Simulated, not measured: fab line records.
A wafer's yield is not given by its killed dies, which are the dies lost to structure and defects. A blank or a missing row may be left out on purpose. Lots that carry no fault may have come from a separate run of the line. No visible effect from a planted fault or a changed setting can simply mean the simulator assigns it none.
Comparing a struck lot with a sound one ; flow sky130 ; 16 out of 708 route steps
Sound: the wafers L763.3, L763.4, L763.5. Struck: wafer L761.3; the same lot's L761.4 was not struck, so it is left out; see the end for the cause.
Order at every step that has rows: each side's tool, ch and its chambers, its first start. Under that, the readings that differ: sound wafers ; struck wafers ; difference of the means ; sigmas: that difference in standard deviations of wafers without a fault.
alike: words and numbers the same on both sides, and readings whose means are apart by under 2 such deviations; not compared: readings that were withheld, readings missing a value for some wafer, numbers with overlapping values and no deviation given by the record, and bounds like >300 which may hide the same value.
A row with sigmas, a row that says differs or no value, or rows on one side alone: a step with any of these is where the two part. Non-overlapping numbers with no deviation appear without sigmas and do not part them. A reading missing from all wafers of one side parts the sides only when that side holds two or more wafers.

first, 4 steps without rows for these wafers: SKY_RES_XHIGH_EXPOSE_04 (exposes mask URPM, target cd 1270 nm); SKY_RES_XHIGH_PEB_05; SKY_RES_XHIGH_DEVELOP_06 (develop time 60 s); SKY_RES_XHIGH_IMPLANT_07.
SKY_RES_XHIGH_STRIP_08: strips in O2/N2.
  sound on plasma asher-03 ch 0,1, day 33 21:42; struck on plasma asher-02 ch 0, day 32 17:42
  alike: drypump motor current A, oes product au, strip time to endpoint s
  not compared: rf hours counter h
SKY_RES_XHIGH_TW_MEAS_09:
  struck on film metro-01, day 32 17:47; sound on film metro-02, day 33 21:47
  alike: RES_XHIGH_TW
then, 6 steps without rows for these wafers: SKY_SD_N_DEHYDRATE_00 (time 60 s); SKY_SD_N_HMDS_01 (prime time 60 s); SKY_SD_N_COAT_02 (resist thk 1140 nm); SKY_SD_N_SOFTBAKE_03 (time 60 s); SKY_SD_N_EXPOSE_04 (exposes mask NSDM, target cd 380 nm); SKY_SD_N_PEB_05.
SKY_SD_N_DEVELOP_06: develop time 60 s.
  sound on litho track-02 ch 0, day 35 00:46; struck on litho track-04 ch 0, day 33 19:34
SKY_SD_N_CD_MEAS_07 targets a cd of 380 nm.
  struck on cd sem-02, day 33 19:42; sound on cd sem-01, day 35 00:55
reading;sound;struck;difference;sigmas
cd nm (nm);377.0 378.5 380.2;228.3;-150.3;-68
SKY_SD_N_OVL_MEAS_08:
  struck on overlay-01, day 33 19:47; sound on overlay-01, day 35 01:00
  alike: SD_N_OVL
SKY_PAD_OPEN_PROBE_99:
  the record holds rows for the sound wafers here (prober-01, day 50 17:34) but none for the struck ones

## WHERE THEY PART
First at SKY_SD_N_CD_MEAS_07; last, within this record, at SKY_PAD_OPEN_PROBE_99.

WHY: whatever the simulator had introduced
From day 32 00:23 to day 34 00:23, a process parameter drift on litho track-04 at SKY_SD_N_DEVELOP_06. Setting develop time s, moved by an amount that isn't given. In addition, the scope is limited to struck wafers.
